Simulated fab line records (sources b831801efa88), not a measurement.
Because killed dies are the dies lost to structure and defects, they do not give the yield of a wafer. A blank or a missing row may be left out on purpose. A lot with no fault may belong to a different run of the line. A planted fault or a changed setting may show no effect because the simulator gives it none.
Which of the tools did it? + flow sky130 + Sampling: 11 lots, 33 wafers, 5 of 708 route steps

== WHAT THE GAUGES SHOWED, per wafer ==
The record holds no reading of a measuring or inspecting step that can be judged against a usual standard deviation.

== TOOL THAT RAN EACH LOT (tool first, then ch and the chambers of the sampled wafers, then the start) ==
| lot  | SKY_POLY_GATE_ETCH_17            | SKY_LDD_P_STRIP_10                   | SKY_LDD_LDN_EXPOSE_04               | SKY_SPACER_ETCHBACK_02             | SKY_PAD_OPEN_PROBE_99   |
|------|----------------------------------|--------------------------------------|-------------------------------------|------------------------------------|-------------------------|
| L684 | rie si-02 ch 0,1,2, day 16 02:32 | plasma asher-03 ch 0,1, day 18 16:00 | iline stepper-02 ch 0, day 21 20:38 | rie diel-02 ch 0,1, day 22 14:12   | -                       |
| L687 | rie si-02 ch 2,3, day 16 19:47   | plasma asher-04 ch 0,1, day 19 12:44 | iline stepper-01 ch 0, day 22 18:32 | rie diel-01 ch 1,2, day 23 10:56   | -                       |
| L686 | rie si-01 ch 0,1, day 16 20:56   | plasma asher-03 ch 0,1, day 19 13:38 | iline stepper-02 ch 0, day 22 19:22 | rie diel-04 ch 0,1,3, day 23 10:56 | -                       |
| L697 | rie si-01 ch 0,3, day 21 01:38   | plasma asher-01 ch 0,1, day 23 16:14 | iline stepper-02 ch 0, day 26 18:05 | rie diel-01 ch 0,1, day 27 09:37   | prober-02, day 48 19:38 |
| L700 | rie si-02 ch 1,2,3, day 22 09:44 | plasma asher-03 ch 1, day 25 02:15   | iline stepper-02 ch 0, day 28 01:01 | rie diel-01 ch 0,2, day 28 16:01   | prober-01, day 49 14:04 |
| L701 | rie si-01 ch 0,1,3, day 22 14:20 | plasma asher-04 ch 0,1, day 25 04:59 | iline stepper-01 ch 0, day 28 02:35 | rie diel-01 ch 0,1, day 28 18:24   | -                       |
| L702 | rie si-02 ch 1,2,3, day 22 17:59 | plasma asher-04 ch 0,1, day 25 08:05 | iline stepper-01 ch 0, day 28 06:47 | rie diel-02 ch 1,2, day 28 22:55   | -                       |
| L704 | rie si-02 ch 2,3, day 23 14:44   | plasma asher-01 ch 0,1, day 26 03:14 | iline stepper-01 ch 0, day 29 02:20 | rie diel-01 ch 0,1, day 29 18:08   | -                       |
| L705 | rie si-01 ch 1,2,3, day 23 16:42 | plasma asher-03 ch 0,1, day 26 06:14 | iline stepper-01 ch 0, day 29 04:18 | rie diel-02 ch 0,1,3, day 29 19:21 | -                       |
| L706 | rie si-02 ch 1,3, day 24 03:02   | plasma asher-01 ch 0,1, day 26 15:56 | iline stepper-01 ch 0, day 29 13:38 | rie diel-01 ch 0,3, day 30 07:50   | -                       |
| L707 | rie si-01 ch 0,1,3, day 24 13:53 | plasma asher-04 ch 0,1, day 27 02:07 | iline stepper-02 ch 0, day 30 00:38 | rie diel-04 ch 0,3, day 30 16:08   | -                       |
- SKY_POLY_GATE_ETCH_17: etches poly-Si in HBr/Cl2, stops on SiO2, target depth 180 nm, time 70.5 s.
- SKY_LDD_P_STRIP_10: strips in O2/N2.
- SKY_LDD_LDN_EXPOSE_04: exposes mask LDNTM, target cd 700 nm.
- SKY_SPACER_ETCHBACK_02: etches Si3N4 in CH3F/O2, stops on SiO2, time 46.7 s, target depth 45 nm.
- SKY_PAD_OPEN_PROBE_99

== WHAT THE TOOLS THEMSELVES READ (means of the sampled wafers that have a number; where no wafer has one, the mark that the record gives instead) ==
SKY_POLY_GATE_ETCH_17. Usual: HBr_flow_sccm 150.1 sccm, standard deviation 0.45; bias w 99.94 W, standard deviation 0.3; drypump motor current A 5.4 A, standard deviation 0.42; oes product au 0.986 a.u., standard deviation 0.007; throttle valve pct 33.684 %, standard deviation 0.009.
| lot  | tool      | HBr_flow_sccm (sccm) | bias w (W) | drypump motor current A (A) | oes product au (a.u.) | throttle valve pct (%) | flag |
|------|-----------|----------------------|------------|-----------------------------|-----------------------|------------------------|------|
| L684 | rie si-02 | 150.4                | 99.87      | 5.3                         | 0.985                 | 33.690                 |      |
| L687 | rie si-02 | 150.0                | 99.90      | 5.4                         | 0.984                 | 33.684                 |      |
| L686 | rie si-01 | 150.1                | 100.03     | 5.3                         | 0.993                 | 33.690                 |      |
| L697 | rie si-01 | 149.6                | 100.15     | 5.8                         | 0.990                 | 33.684                 |      |
| L700 | rie si-02 | 150.2                | 100.22     | 5.3                         | 0.988                 | 33.689                 |      |
| L701 | rie si-01 | 150.1                | 100.14     | 5.6                         | 0.989                 | 33.685                 |      |
| L702 | rie si-02 | 150.6                | 99.60      | 5.3                         | 0.989                 | 33.682                 |      |
| L704 | rie si-02 | 150.3                | 100.18     | 5.7                         | 0.979                 | 33.678                 |      |
| L705 | rie si-01 | 149.9                | 99.89      | 5.5                         | 0.989                 | 33.684                 |      |
| L706 | rie si-02 | 150.0                | 99.76      | 4.9                         | 0.991                 | 33.681                 |      |
| L707 | rie si-01 | 150.1                | 99.88      | 5.6                         | 0.988                 | 33.687                 |      |

SKY_LDD_P_STRIP_10. Usual: drypump motor current A 6.0 A, standard deviation 0.41; oes product au 0.715 a.u., standard deviation 0.0045; strip time to endpoint s 14.19 s, standard deviation 0.043.
| lot  | tool            | drypump motor current A (A) | oes product au (a.u.) | strip time to endpoint s (s) | flag |
|------|-----------------|-----------------------------|-----------------------|------------------------------|------|
| L684 | plasma asher-03 | 6.0                         | 0.713                 | 14.16                        |      |
| L687 | plasma asher-04 | 5.9                         | 0.714                 | 14.16                        |      |
| L686 | plasma asher-03 | 6.0                         | 0.720                 | 14.21                        |      |
| L697 | plasma asher-01 | 6.0                         | 0.713                 | 14.16                        |      |
| L700 | plasma asher-03 | 6.0                         | 0.712                 | 14.19                        |      |
| L701 | plasma asher-04 | 5.9                         | 0.711                 | 14.22                        |      |
| L702 | plasma asher-04 | 5.6                         | 0.717                 | 14.20                        |      |
| L704 | plasma asher-01 | 6.0                         | 0.714                 | 14.18                        |      |
| L705 | plasma asher-03 | 6.0                         | 0.716                 | 14.16                        |      |
| L706 | plasma asher-01 | 6.0                         | 0.715                 | 14.15                        |      |
| L707 | plasma asher-04 | 5.9                         | 0.711                 | 14.19                        |      |

SKY_LDD_LDN_EXPOSE_04. Usual: focus offset nm 0.1 nm, standard deviation 0.58; reticle temp C 22.99 C, standard deviation 0.1.
| lot  | tool             | focus offset nm (nm) | reticle temp C (C) | flag |
|------|------------------|----------------------|--------------------|------|
| L684 | iline stepper-02 | 0.6                  | 23.16              |      |
| L687 | iline stepper-01 | -0.1                 | 22.92              |      |
| L686 | iline stepper-02 | 0.2                  | 22.98              |      |
| L697 | iline stepper-02 | -0.0                 | 22.96              |      |
| L700 | iline stepper-02 | -0.1                 | 22.95              |      |
| L701 | iline stepper-01 | 0.1                  | 23.02              |      |
| L702 | iline stepper-01 | 0.3                  | 23.04              |      |
| L704 | iline stepper-01 | 0.3                  | 23.10              |      |
| L705 | iline stepper-01 | 0.5                  | 22.93              |      |
| L706 | iline stepper-01 | -0.6                 | 22.97              |      |
| L707 | iline stepper-02 | 0.7                  | 23.01              |      |

SKY_SPACER_ETCHBACK_02. Usual: bias w 80.01 W, standard deviation 0.25; drypump motor current A 5.7 A, standard deviation 0.36; oes product au 0.854 a.u., standard deviation 0.0065; throttle valve pct 10.562 %, standard deviation 0.009.
| lot  | tool        | bias w (W) | drypump motor current A (A) | oes product au (a.u.) | throttle valve pct (%) | flag |
|------|-------------|------------|-----------------------------|-----------------------|------------------------|------|
| L684 | rie diel-02 | 80.00      | 5.5                         | 0.854                 | 10.561                 |      |
| L687 | rie diel-01 | 79.88      | 6.0                         | 0.850                 | 10.560                 |      |
| L686 | rie diel-04 | 79.76      | 5.4                         | 0.859                 | 10.566                 |      |
| L697 | rie diel-01 | 80.03      | 5.9                         | 0.849                 | 10.563                 |      |
| L700 | rie diel-01 | 80.16      | 5.7                         | 0.866                 | 10.563                 |      |
| L701 | rie diel-01 | 80.14      | 6.1                         | 0.865                 | 10.558                 |      |
| L702 | rie diel-02 | 80.35      | 6.0                         | 0.850                 | 10.557                 |      |
| L704 | rie diel-01 | 80.04      | 6.0                         | 0.855                 | 10.561                 |      |
| L705 | rie diel-02 | 80.38      | 5.5                         | 0.858                 | 10.579                 |      |
| L706 | rie diel-01 | 80.09      | 6.0                         | 0.852                 | 10.564                 |      |
| L707 | rie diel-04 | 79.84      | 5.5                         | 0.849                 | 10.565                 |      |

SKY_PAD_OPEN_PROBE_99. Usual: killed_at_M0_to_M3 44, standard deviation 6.4; killed_at_M4_up 3.4, standard deviation 2.1; killed at contacts 23, standard deviation 5; killed at front end 15, standard deviation 4.5; killed at other 0.3, standard deviation 0.54; killed dies 86, standard deviation 9.5; killed open 48, standard deviation 6.9; killed short 38, standard deviation 5.9.
| lot  | tool      | killed_at_M0_to_M3 | killed_at_M4_up | killed at contacts | killed at front end | killed at other | killed dies | killed open | killed short | flag |
|------|-----------|--------------------|-----------------|--------------------|---------------------|-----------------|-------------|-------------|--------------|------|
| L697 | prober-02 | 49                 | 5.0             | 25                 | 16                  | 0.0             | 95          | 57          | 37           |      |
| L700 | prober-01 | 41                 | 1.0             | 22                 | 16                  | 1.3             | 81          | 42          | 37           |      |

== THE ANSWER, worked out from the rows above alone ==
Rule: a lot is off if the mean of its wafers that have a number lies more than 3 standard deviations from the usual mean. A lot without any number at a reading at which 4 lots or more have one is off too. All remaining lots with rows at the step are treated as sound. Order of review: gauges by route order, followed by the tools' own readings, for which a lot's mean as printed above is used. The first step at which some lot is off is used, and at that step the reading that is off furthest; a lot without a number counts as furthest.
No lot is off at any reading shown: from this, nothing can be told.

== WHAT THE SIMULATOR HAD INSERTED ==
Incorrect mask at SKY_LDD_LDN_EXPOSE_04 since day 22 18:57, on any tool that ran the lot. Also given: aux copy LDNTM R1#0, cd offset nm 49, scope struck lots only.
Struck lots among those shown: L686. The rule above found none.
